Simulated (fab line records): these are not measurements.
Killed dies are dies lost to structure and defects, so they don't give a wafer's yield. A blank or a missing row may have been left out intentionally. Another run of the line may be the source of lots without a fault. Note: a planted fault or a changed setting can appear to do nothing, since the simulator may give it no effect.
Which tool was responsible? -- flow gf180mcu -- 72 wafers from 24 lots sampled at 6 of the route's 602 steps

== WHAT THE GAUGES READ, wafer by wafer ==
The record lacks any reading of a measuring or inspecting step that a usual standard deviation could be used to judge.

== TOOL THAT RAN EACH LOT (tool first, then ch and the chambers of the sampled wafers, then the start) ==
lot,GF_CONTACT_STRIP_18,GF_M2_SPUTTER_04,GF_M3_STRIP_17,GF_V3_CMP_26,GF_V4_ETCH_16,GF_MIM_SPUTTER_01
L074,"plasma_asher-03 ch 0,1, day 16 00:49","pvd_sputter-01, day 18 02:45","plasma_asher-01 ch 0,1, day 21 07:00","cmp-02 ch 0,1,2, day 22 09:07","rie_diel-01 ch 1,2, day 24 08:55","pvd_sputter-01, day 24 10:22"
L075,"plasma_asher-03 ch 0,1, day 16 05:00","pvd_sputter-03, day 18 07:13","plasma_asher-02 ch 0,1, day 21 10:05","cmp-01 ch 0,1, day 22 13:37","rie_diel-03 ch 1,2,3, day 24 13:10","pvd_sputter-01, day 24 14:37"
L076,"plasma_asher-03 ch 0,1, day 16 20:01","pvd_sputter-01, day 18 23:34","plasma_asher-01 ch 0,1, day 22 03:15","cmp-01 ch 0,2,3, day 23 04:31","rie_diel-03 ch 1,2,3, day 25 02:07","pvd_sputter-01, day 25 03:38"
L077,"plasma_asher-02 ch 0, day 17 05:44","pvd_sputter-02, day 19 10:22","plasma_asher-03 ch 0, day 22 14:08","cmp-01 ch 0,2,3, day 23 16:25","rie_diel-01 ch 0,1, day 25 14:33","pvd_sputter-03, day 25 16:00"
L078,"plasma_asher-04 ch 0,1, day 17 11:38","pvd_sputter-03, day 19 15:31","plasma_asher-01 ch 0,1, day 22 17:37","cmp-01 ch 0,1,3, day 23 19:26","rie_diel-01 ch 2,3, day 25 16:43","pvd_sputter-04, day 25 18:10"
L079,"plasma_asher-03 ch 0,1, day 17 21:28","pvd_sputter-03, day 20 01:54","plasma_asher-01 ch 0,1, day 23 04:50","cmp-01 ch 0,1,2, day 24 05:55","rie_diel-03 ch 0,1,2, day 26 03:48","pvd_sputter-03, day 26 05:15"
L080,"plasma_asher-04 ch 0,1, day 18 06:08","pvd_sputter-01, day 20 10:35","plasma_asher-02 ch 0,1, day 23 14:20","cmp-01 ch 2,3, day 24 15:47","rie_diel-03 ch 2,3, day 26 12:49","pvd_sputter-03, day 26 14:28"
L081,"plasma_asher-04 ch 0,1, day 18 16:51","pvd_sputter-03, day 20 21:45","plasma_asher-03 ch 0,1, day 23 22:20","cmp-02 ch 0,1,2, day 24 23:34","rie_diel-01 ch 0,1,3, day 26 20:30","pvd_sputter-04, day 26 21:59"
L082,"plasma_asher-02 ch 0,1, day 19 04:44","pvd_sputter-03, day 21 11:53","plasma_asher-03 ch 0,1, day 24 10:23","cmp-01 ch 0,1,3, day 25 10:58","rie_diel-02 ch 0,1,2, day 27 06:13","pvd_sputter-01, day 27 07:40"
L083,"plasma_asher-04 ch 0,1, day 19 18:21","pvd_sputter-03, day 21 22:10","plasma_asher-02 ch 0,1, day 24 21:47","cmp-01 ch 0,3, day 25 21:34","rie_diel-02 ch 0,3, day 27 16:36","pvd_sputter-01, day 27 18:04"
L085,"plasma_asher-03 ch 0,1, day 20 06:40","pvd_sputter-01, day 22 13:23","plasma_asher-02 ch 0,1, day 25 11:20","cmp-02 ch 2,3, day 26 10:53","rie_diel-01 ch 1,2, day 28 03:48","pvd_sputter-04, day 28 05:37"
L084,"plasma_asher-04 ch 0,1, day 20 08:31","pvd_sputter-03, day 22 13:52","plasma_asher-02 ch 0,1, day 25 12:41","cmp-02 ch 0,2,3, day 26 12:58","rie_diel-03 ch 0,1, day 28 06:39","pvd_sputter-01, day 28 08:06"
L086,"plasma_asher-04 ch 0,1, day 20 15:22","pvd_sputter-01, day 22 20:04","plasma_asher-03 ch 0,1, day 25 18:39","cmp-02 ch 0,1,3, day 26 17:50","rie_diel-03 ch 0,2,3, day 28 11:09","pvd_sputter-01, day 28 12:37"
L087,"plasma_asher-02 ch 0,1, day 20 22:28","pvd_sputter-03, day 23 00:59","plasma_asher-03 ch 0,1, day 25 23:12","cmp-02 ch 1,2,3, day 26 23:05","rie_diel-01 ch 0,3, day 28 18:00","pvd_sputter-03, day 28 19:27"
L088,"plasma_asher-03 ch 0, day 21 11:01","pvd_sputter-02, day 23 15:42","plasma_asher-01 ch 0,1, day 26 12:12","cmp-01 ch 0,2, day 27 11:08","rie_diel-01 ch 0,3, day 29 04:25","pvd_sputter-01, day 29 05:52"
L089,"plasma_asher-04 ch 0,1, day 22 02:53","pvd_sputter-03, day 24 05:03","plasma_asher-01 ch 0,1, day 27 01:51","cmp-01 ch 1,2, day 28 00:31","rie_diel-01 ch 0,1,3, day 29 17:06","pvd_sputter-01, day 29 18:35"
L090,"plasma_asher-03 ch 0,1, day 22 07:55","pvd_sputter-02, day 24 10:48","plasma_asher-01 ch 0,1, day 27 05:57","cmp-02 ch 0,1,2, day 28 04:55","rie_diel-03 ch 0,1,3, day 29 22:06","pvd_sputter-03, day 29 23:36"
L091,"plasma_asher-02 ch 0,1, day 22 13:17","pvd_sputter-03, day 24 15:53","plasma_asher-03 ch 0,1, day 27 11:02","cmp-02 ch 2,3, day 28 10:35","rie_diel-02 ch 0,3, day 30 01:09","pvd_sputter-03, day 30 02:39"
L092,"plasma_asher-04 ch 0,1, day 22 20:13","pvd_sputter-02, day 24 21:44","plasma_asher-03 ch 0,1, day 27 15:18","cmp-02 ch 0,2,3, day 28 13:11","rie_diel-02 ch 1,2,3, day 30 04:27","pvd_sputter-04, day 30 05:56"
L093,"plasma_asher-04 ch 0,1, day 23 04:13","pvd_sputter-02, day 25 05:22","plasma_asher-02 ch 0,1, day 27 23:07","cmp-02 ch 0,1,2, day 28 20:43","rie_diel-01 ch 0,1, day 30 11:09","pvd_sputter-04, day 30 12:36"
L094,"plasma_asher-02 ch 0,1, day 23 08:01","pvd_sputter-01, day 25 09:08","plasma_asher-01 ch 0,1, day 28 03:18","cmp-01 ch 0,1,3, day 29 01:13","rie_diel-03 ch 1,2,3, day 30 16:48","pvd_sputter-01, day 30 18:16"
L095,"plasma_asher-02 ch 0,1, day 23 22:19","pvd_sputter-03, day 25 22:12","plasma_asher-01 ch 0,1, day 28 13:50","cmp-02 ch 0,1, day 29 11:16","rie_diel-03 ch 2,3, day 31 02:12","pvd_sputter-03, day 31 03:40"
L096,"plasma_asher-03 ch 0,1, day 24 00:40","pvd_sputter-02, day 26 00:06","plasma_asher-03 ch 0,1, day 28 15:59","cmp-01 ch 0,3, day 29 12:56","rie_diel-01 ch 1,2, day 31 03:30","pvd_sputter-04, day 31 04:59"
L097,"plasma_asher-04 ch 0,1, day 24 05:26","pvd_sputter-01, day 26 05:25","plasma_asher-01 ch 0,1, day 28 20:39","cmp-01 ch 0,1,3, day 29 17:08","rie_diel-02 ch 0,2,3, day 31 07:54","pvd_sputter-04, day 31 09:23"
- GF_CONTACT_STRIP_18: strips in O2/N2.
- GF_M2_SPUTTER_04: material TiN, target thk 50 nm, time 43.69 s.
- GF_M3_STRIP_17: strips in O2/N2.
- GF_V3_CMP_26: polishes, stops on SiO2, t overpolish 15 s, target thk 0 nm.
- GF_V4_ETCH_16: etches BARC in N2/H2.
- GF_MIM_SPUTTER_01: material TiN, target thk 30 nm, time 25 s.

== AS READ BY THE TOOLS THEMSELVES (means over the sampled wafers that have a number; for cases with no such wafer, the mark the record gives instead) ==
GF_CONTACT_STRIP_18. Usual: drypump_motor_current_A 5.8 A, standard deviation 0.39; heater_power_w 320 W, standard deviation 32; oes_product_au 0.579 a.u., standard deviation 0.005.
lot,tool,drypump_motor_current_A (A),heater_power_w (W),oes_product_au (a.u.),flag
L074,plasma_asher-03,5.5,314,0.576,
L075,plasma_asher-03,5.5,347,0.576,
L076,plasma_asher-03,5.5,322,0.578,
L077,plasma_asher-02,6.0,288,0.576,
L078,plasma_asher-04,5.8,317,0.577,
L079,plasma_asher-03,5.5,349,0.578,
L080,plasma_asher-04,5.8,311,0.577,
L081,plasma_asher-04,6.1,315,0.584,
L082,plasma_asher-02,6.0,304,0.575,
L083,plasma_asher-04,5.8,311,0.581,
L085,plasma_asher-03,5.5,349,0.579,
L084,plasma_asher-04,5.8,314,0.578,
L086,plasma_asher-04,6.1,312,0.573,
L087,plasma_asher-02,6.0,310,0.581,
L088,plasma_asher-03,5.5,379,0.580,
L089,plasma_asher-04,6.1,314,0.576,
L090,plasma_asher-03,5.5,311,0.583,
L091,plasma_asher-02,6.0,309,0.576,
L092,plasma_asher-04,6.1,312,0.582,
L093,plasma_asher-04,5.8,315,0.574,
L094,plasma_asher-02,6.0,305,0.579,
L095,plasma_asher-02,5.9,328,0.578,
L096,plasma_asher-03,5.5,345,0.580,
L097,plasma_asher-04,5.7,313,0.581,

GF_M2_SPUTTER_04. Usual: chamber_pressure_pa 0.4001 Pa, standard deviation 0.00079; throttle_valve_pct 30.4 %, standard deviation 1.
lot,tool,chamber_pressure_pa (Pa),throttle_valve_pct (%),flag
L074,pvd_sputter-01,0.4003,29.6,
L075,pvd_sputter-03,0.3998,31.0,
L076,pvd_sputter-01,0.3999,29.4,
L077,pvd_sputter-02,0.4005,29.5,
L078,pvd_sputter-03,0.4002,30.7,
L079,pvd_sputter-03,0.3994,31.2,
L080,pvd_sputter-01,0.3999,29.5,
L081,pvd_sputter-03,0.3996,30.3,
L082,pvd_sputter-03,0.4007,31.1,
L083,pvd_sputter-03,0.4005,31.2,
L085,pvd_sputter-01,0.3999,29.4,
L084,pvd_sputter-03,0.4007,30.8,
L086,pvd_sputter-01,0.3999,29.5,
L087,pvd_sputter-03,0.4002,31.1,
L088,pvd_sputter-02,0.3990,30.4,
L089,pvd_sputter-03,0.4006,30.9,
L090,pvd_sputter-02,0.4009,30.2,
L091,pvd_sputter-03,0.4000,31.3,
L092,pvd_sputter-02,0.3997,30.2,
L093,pvd_sputter-02,0.4003,30.0,
L094,pvd_sputter-01,0.4000,29.3,
L095,pvd_sputter-03,0.3994,30.8,
L096,pvd_sputter-02,0.4003,29.6,
L097,pvd_sputter-01,0.3996,30.5,

GF_M3_STRIP_17. Usual: drypump_motor_current_A 5.85 A, standard deviation 0.29; heater_power_w 324 W, standard deviation 34; oes_product_au 0.539 a.u., standard deviation 0.0049; strip_time_to_endpoint_s 7.43 s, standard deviation 0.046.
lot,tool,drypump_motor_current_A (A),heater_power_w (W),oes_product_au (a.u.),strip_time_to_endpoint_s (s),flag
L074,plasma_asher-01,6.04,322,0.541,7.42,
L075,plasma_asher-02,6.01,309,0.542,7.46,
L076,plasma_asher-01,6.09,323,0.540,7.46,
L077,plasma_asher-03,5.47,380,0.538,7.42,
L078,plasma_asher-01,6.10,322,0.538,7.43,
L079,plasma_asher-01,6.05,324,0.541,7.47,
L080,plasma_asher-02,5.98,332,0.536,7.33,
L081,plasma_asher-03,5.45,343,0.534,7.39,
L082,plasma_asher-03,5.47,343,0.534,7.43,
L083,plasma_asher-02,6.00,309,0.538,7.44,
L085,plasma_asher-02,5.97,331,0.539,7.37,
L084,plasma_asher-02,5.96,330,0.540,7.40,
L086,plasma_asher-03,5.46,348,0.538,7.42,
L087,plasma_asher-03,5.43,314,0.540,7.48,
L088,plasma_asher-01,6.06,323,0.536,7.40,
L089,plasma_asher-01,6.11,325,0.545,7.50,
L090,plasma_asher-01,6.04,322,0.532,7.37,
L091,plasma_asher-03,5.46,343,0.540,7.47,
L092,plasma_asher-03,5.44,314,0.539,7.48,
L093,plasma_asher-02,5.98,334,0.541,7.42,
L094,plasma_asher-01,6.10,322,0.546,7.46,
L095,plasma_asher-01,6.10,326,0.535,7.48,
L096,plasma_asher-03,5.46,336,0.536,7.42,
L097,plasma_asher-01,6.05,314,0.533,7.42,

GF_V3_CMP_26. Usual: motor_current_A 11.6 A, standard deviation 1.3; overpolish_run_s 15.002 s, standard deviation 0.0096; time_to_endpoint_s 81 s, standard deviation 3.9.
lot,tool,motor_current_A (A),overpolish_run_s (s),time_to_endpoint_s (s),flag
L074,cmp-02,11.3,14.996,77,
L075,cmp-01,10.5,15.000,81,
L076,cmp-01,12.5,15.000,83,
L077,cmp-01,12.6,15.007,82,
L078,cmp-01,11.2,15.003,80,
L079,cmp-01,11.5,15.001,82,
L080,cmp-01,13.8,14.997,79,
L081,cmp-02,11.3,15.000,76,
L082,cmp-01,11.6,14.998,81,
L083,cmp-01,13.0,15.005,80,
L085,cmp-02,10.9,14.991,85,
L084,cmp-02,11.4,14.992,81,
L086,cmp-02,11.1,14.993,85,
L087,cmp-02,10.9,15.001,81,
L088,cmp-01,11.5,14.997,79,
L089,cmp-01,10.9,15.004,78,
L090,cmp-02,11.3,15.016,81,
L091,cmp-02,11.4,15.004,88,
L092,cmp-02,11.3,15.000,81,
L093,cmp-02,11.4,15.000,83,
L094,cmp-01,11.6,15.009,77,
L095,cmp-02,11.5,14.995,79,
L096,cmp-01,12.6,14.997,78,
L097,cmp-01,11.4,14.997,76,

GF_V4_ETCH_16. Usual: drypump_motor_current_A 5.7 A, standard deviation 0.36; oes_product_au 0.855 a.u., standard deviation 0.0045; throttle_valve_pct 13.226 %, standard deviation 0.0087.
lot,tool,drypump_motor_current_A (A),oes_product_au (a.u.),throttle_valve_pct (%),flag
L074,rie_diel-01,5.9,0.854,13.225,
L075,rie_diel-03,5.6,0.855,13.225,
L076,rie_diel-03,5.6,0.851,13.227,
L077,rie_diel-01,5.4,0.853,13.233,
L078,rie_diel-01,5.9,0.850,13.223,
L079,rie_diel-03,5.8,0.856,13.228,
L080,rie_diel-03,5.5,0.853,13.220,
L081,rie_diel-01,5.7,0.859,13.227,
L082,rie_diel-02,5.6,0.858,13.226,
L083,rie_diel-02,5.5,0.854,13.228,
L085,rie_diel-01,5.9,0.854,13.230,
L084,rie_diel-03,5.8,0.857,13.215,
L086,rie_diel-03,5.7,0.853,13.232,
L087,rie_diel-01,5.4,0.852,13.215,
L088,rie_diel-01,5.4,0.856,13.226,
L089,rie_diel-01,5.7,0.854,13.224,
L090,rie_diel-03,5.7,0.852,13.217,
L091,rie_diel-02,5.5,0.851,13.222,
L092,rie_diel-02,5.7,0.857,13.223,
L093,rie_diel-01,5.4,0.850,13.233,
L094,rie_diel-03,5.6,0.859,13.235,
L095,rie_diel-03,5.6,0.855,13.220,
L096,rie_diel-01,5.9,0.854,13.223,
L097,rie_diel-02,5.7,0.855,13.222,

GF_MIM_SPUTTER_01. Usual: chamber_pressure_pa 0.3998 Pa, standard deviation 0.00078; throttle_valve_pct 30.4 %, standard deviation 1.1.
lot,tool,chamber_pressure_pa (Pa),throttle_valve_pct (%),flag
L074,pvd_sputter-01,0.3994,30.4,
L075,pvd_sputter-01,0.4007,29.6,
L076,pvd_sputter-01,0.3995,30.3,
L077,pvd_sputter-03,0.4002,31.1,
L078,pvd_sputter-04,0.4000,30.6,
L079,pvd_sputter-03,0.3992,31.0,
L080,pvd_sputter-03,0.3988,30.8,
L081,pvd_sputter-04,0.4005,30.6,
L082,pvd_sputter-01,0.4001,30.1,
L083,pvd_sputter-01,0.3998,29.3,
L085,pvd_sputter-04,0.3991,31.1,
L084,pvd_sputter-01,0.4005,30.2,
L086,pvd_sputter-01,0.3995,30.4,
L087,pvd_sputter-03,0.4003,31.5,
L088,pvd_sputter-01,0.3997,28.7,
L089,pvd_sputter-01,0.3997,29.4,
L090,pvd_sputter-03,0.3997,30.6,
L091,pvd_sputter-03,0.4001,30.6,
L092,pvd_sputter-04,0.3995,30.8,
L093,pvd_sputter-04,0.3999,30.7,
L094,pvd_sputter-01,0.3997,29.4,
L095,pvd_sputter-03,0.3998,30.8,
L096,pvd_sputter-04,0.4001,30.6,
L097,pvd_sputter-04,0.3998,30.2,

== THE ANSWER, worked out from the rows above alone ==
Rule: a lot is off if the mean of its wafers that have a number lies more than 3 standard deviations from the usual mean. A lot without any number at a reading at which 4 lots or more have one is off too. Where the step has rows for the other lots, those lots are counted as sound. The gauges are gone through in route order, then the tools' own readings, and for those a lot's mean is taken as printed above. The first step at which some lot is off is used, and at that step the reading that is off furthest; a lot without a number counts as furthest.
No lot is off on any of the readings shown, so nothing can be concluded from this.

== WHAT WAS PUT IN BY THE SIMULATOR ==
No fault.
